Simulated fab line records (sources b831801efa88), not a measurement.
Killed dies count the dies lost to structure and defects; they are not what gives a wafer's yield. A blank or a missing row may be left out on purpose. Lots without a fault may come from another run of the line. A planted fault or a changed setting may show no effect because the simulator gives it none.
What tool caused it? | flow gf180mcu | 13 lots, 39 wafers sampled, at 5 steps of a route of 602

== WHAT THE GAUGES SHOWED, per wafer ==
GF_CONTACT_RS_MEAS_25: the measuring method here is four-point-probe.
lot  | measured     | on            | CONTACT_W_RS (ohm/sq)
L511 | day 16 07:21 | film-metro-02 | 0.390 0.387 0.388
L512 | day 16 09:49 | film-metro-01 | 0.385 0.388 0.388
L514 | day 17 07:20 | film-metro-01 | 0.386 0.388 0.385
L515 | day 17 21:14 | film-metro-01 | 0.385 0.385 0.386
L519 | day 18 23:58 | film-metro-01 | 0.381 0.382 0.381
L523 | day 20 16:05 | film-metro-03 | 0.386 0.383 0.384
L525 | day 21 08:01 | film-metro-02 | 0.380 0.382 0.383
L526 | day 21 19:11 | film-metro-01 | 0.387 0.381 0.382
L528 | day 22 09:32 | film-metro-01 | 0.380 0.380 0.382
L531 | day 23 12:11 | film-metro-01 | 0.386 0.384 0.383
L532 | day 23 14:59 | film-metro-01 | 0.384 0.384 0.381
L533 | day 23 23:41 | film-metro-03 | 0.381 0.384 0.381
L534 | day 24 11:03 | film-metro-02 | 0.380 0.378 0.379

GF_M1_THK_MEAS_06: measures by xrf.
lot  | measured     | on            | M1_ALCU_THK (nm)
L511 | day 16 08:13 | film-metro-04 | 446 448 450
L512 | day 16 10:37 | film-metro-01 | 447 448 441
L514 | day 17 08:16 | film-metro-03 | 447 447 449
L515 | day 17 22:54 | film-metro-04 | 448 447 451
L519 | day 19 00:47 | film-metro-04 | 453 448 445
L523 | day 20 16:53 | film-metro-01 | 441 446 416
L525 | day 21 08:50 | film-metro-04 | 453 456 426
L526 | day 21 19:59 | film-metro-01 | 455 451 457
L528 | day 22 10:22 | film-metro-01 | 442 442 446
L531 | day 23 12:59 | film-metro-01 | 452 456 457
L532 | day 23 15:48 | film-metro-04 | 453 450 449
L533 | day 24 00:30 | film-metro-04 | 456 453 457
L534 | day 24 11:52 | film-metro-03 | 457 454 457

GF_M1_OVL_MEAS_15.
lot  | measured     | on         | M1_OVL (nm)
L511 | day 17 06:46 | overlay-02 | -8 -8 -4
L512 | day 17 08:26 | overlay-02 | 4 11 3
L514 | day 18 07:25 | overlay-02 | 4 3 6
L515 | day 18 22:19 | overlay-02 | 6 9 7
L519 | day 20 01:25 | overlay-01 | 0 -1 -6
L523 | day 21 16:37 | overlay-02 | 7 9 6
L525 | day 22 08:23 | overlay-02 | 4 1 1
L526 | day 22 19:13 | overlay-02 | -6 6 2
L528 | day 23 08:44 | overlay-01 | -1 1 0
L531 | day 24 11:20 | overlay-01 | -3 -3 -2
L532 | day 24 13:44 | overlay-01 | 12 4 8
L533 | day 24 21:44 | overlay-02 | -3 -5 3
L534 | day 25 09:40 | overlay-02 | -4 1 5

== WHICH TOOL RAN EACH LOT (tool, then ch and the chambers of the sampled wafers, then the start) ==
lot  | GF_CONTACT_CVD_24             | GF_M1_SPUTTER_04
L511 | cvd-w-01 ch 0,1, day 16 07:14 | pvd-sputter-04, day 16 08:03
L512 | cvd-w-01 ch 0,1, day 16 09:42 | pvd-sputter-03, day 16 10:26
L514 | cvd-w-01 ch 0,1, day 17 07:14 | pvd-sputter-01, day 17 08:06
L515 | cvd-w-01 ch 0,1, day 17 21:08 | pvd-sputter-01, day 17 22:44
L519 | cvd-w-01 ch 0,1, day 18 23:52 | pvd-sputter-04, day 19 00:38
L523 | cvd-w-02 ch 1, day 20 15:58   | pvd-sputter-01, day 20 16:43
L525 | cvd-w-01 ch 0,1, day 21 07:55 | pvd-sputter-01, day 21 08:41
L526 | cvd-w-01 ch 0,1, day 21 19:04 | pvd-sputter-04, day 21 19:49
L528 | cvd-w-02 ch 0,1, day 22 09:26 | pvd-sputter-04, day 22 10:12
L531 | cvd-w-01 ch 0,1, day 23 12:05 | pvd-sputter-03, day 23 12:49
L532 | cvd-w-02 ch 0,1, day 23 14:53 | pvd-sputter-04, day 23 15:38
L533 | cvd-w-02 ch 0,1, day 23 23:35 | pvd-sputter-03, day 24 00:20
L534 | cvd-w-01 ch 0,1, day 24 10:57 | pvd-sputter-03, day 24 11:43
- GF_CONTACT_CVD_24: deposits W, target thk 300 nm, time 90.339 s.
- GF_M1_SPUTTER_04: material TiN, target thk 50 nm, time 41.7 s.

== WHAT THE TOOLS THEMSELVES READ (means of the sampled wafers that have a number; where no wafer has one, the mark that the record gives instead) ==
GF_CONTACT_CVD_24.
lot  | tool     | heater-power-w (W)
L511 | cvd-w-01 | 796
L512 | cvd-w-01 | 805
L514 | cvd-w-01 | 794
L515 | cvd-w-01 | 894
L519 | cvd-w-01 | 804
L523 | cvd-w-02 | 843
L525 | cvd-w-01 | 805
L526 | cvd-w-01 | 882
L528 | cvd-w-02 | 863
L531 | cvd-w-01 | 890
L532 | cvd-w-02 | 864
L533 | cvd-w-02 | 881
L534 | cvd-w-01 | 890

GF_M1_SPUTTER_04.
lot  | tool           | throttle-valve-pct (%)
L511 | pvd-sputter-04 | 29.2
L512 | pvd-sputter-03 | 30.0
L514 | pvd-sputter-01 | 29.2
L515 | pvd-sputter-01 | 30.5
L519 | pvd-sputter-04 | 29.4
L523 | pvd-sputter-01 | 29.5
L525 | pvd-sputter-01 | 30.3
L526 | pvd-sputter-04 | 29.7
L528 | pvd-sputter-04 | 29.7
L531 | pvd-sputter-03 | 29.9
L532 | pvd-sputter-04 | 29.4
L533 | pvd-sputter-03 | 30.2
L534 | pvd-sputter-03 | 30.2

== THE ANSWER, worked out from the rows above alone ==
Rule: what is usual is taken from the lots themselves. Put in order of their means at a reading, lots are off if they are a third of the lots or fewer, leave a main group of 4 or more, and stand apart from it by a gap of 3 or more times the standard deviation of the main group's means; of several such gaps the widest counts. A main group is skipped when, at the precision printed for the reading in the tables above, its means are all equal. A lot without any number at a reading at which 4 lots or more have one is off too. Any other lot the step has rows for is counted as sound. The gauges are gone through in route order, then the tools' own readings, and for those a lot's mean is taken as printed above. At the first step where some lot is off, the reading lying furthest off is the one used; lots without a number count as furthest.
Nothing can be told from this: no lot is off at any reading shown.

== WHAT WAS PUT IN BY THE SIMULATOR ==
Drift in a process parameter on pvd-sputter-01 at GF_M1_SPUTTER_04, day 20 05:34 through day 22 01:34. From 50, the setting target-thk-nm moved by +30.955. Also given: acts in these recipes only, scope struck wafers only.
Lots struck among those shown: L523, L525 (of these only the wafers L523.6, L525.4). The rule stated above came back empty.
